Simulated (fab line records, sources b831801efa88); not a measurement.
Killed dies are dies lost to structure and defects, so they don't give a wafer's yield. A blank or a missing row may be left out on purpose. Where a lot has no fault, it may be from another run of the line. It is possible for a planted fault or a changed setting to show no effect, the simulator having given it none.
Problem report in the 8D (eight disciplines) form, filled by code    flow sky130    the parts of the form that need people (team, actions taken, sign-off) are left out

== 1. PROBLEM STATEMENT ==
At SKY_LDD_N_IMPLANT_11, dose-ions-cm2 averages 6.846e+13 over 6 wafers from 2 lots, while fault-free wafers read 7.499e+13, standard deviation 8.8e+10. That puts it -74 standard deviations away from the usual mean.
Seen first at day 19 13:31 on implanter-03, wafer L294.2. At this step, 18 wafers from 6 lots have a number in the record. Rule for "out" (also "out of limits"): further than 4 standard deviations from the usual mean. All remaining wafers that have a number are taken as sound.

== 2. WHAT THIS IS AND IS NOT ==
question                     is                      is not
which readings at this step  dose-ions-cm2           beam-on-s
which lots                   L294, L295              L290, L297, L301, L304
which wafers of those lots   all that have a number  -
read on which tools          implanter-03            implanter-01, implanter-04
when                         from day 19 13:31       up to then (3 sound wafers); but 9 sound wafers of L297, L301, L304 came after

== 3. WHAT RULES OUT EACH SUSPECT ==
Counting: a tool at a process step up to the reading stays a suspect if it ran every lot that is out and no sound lot after the first of them.
- implanter-03 at SKY_LDD_N_IMPLANT_11: ruled out as a lasting fault. Following L294 (day 19 13:31), the first lot on it that is out, the sound lots L304 were run on it.
Left after counting: nothing in the record.

== 4. THE CAUSE (what the simulator had put in) ==
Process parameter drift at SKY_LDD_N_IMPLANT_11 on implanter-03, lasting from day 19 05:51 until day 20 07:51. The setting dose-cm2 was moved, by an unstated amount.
Counting ruled it out, wrongly.

== 5. THE EFFECT CHAIN, in route order ==
Each row: a reading where the mean over the struck wafers with a number is more than 3 standard deviations away from the usual. Readings are gone through only where the record gives a usual standard deviation; hours: the median, over the lots, of the time from a lot's start at the first step in this table giving one to that lot's start at this step; sigmas: the change measured in usual standard deviations.
hours  step                  reading             usual      on struck wafers  change      sigmas
0      SKY_LDD_N_IMPLANT_11  dose-ions-cm2       7.499e+13  6.846e+13         -6.530e+12  -74
0      SKY_LDD_N_IMPLANT_11  faraday-current-uA  423        389               -34         -4.4
Its process steps:
- SKY_LDD_N_IMPLANT_11

== 6. WHAT WOULD HAVE CAUGHT IT SOONER ==
In this record the first reading out of limits was taken at day 19 13:31, 8 hours after the fault began at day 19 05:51.
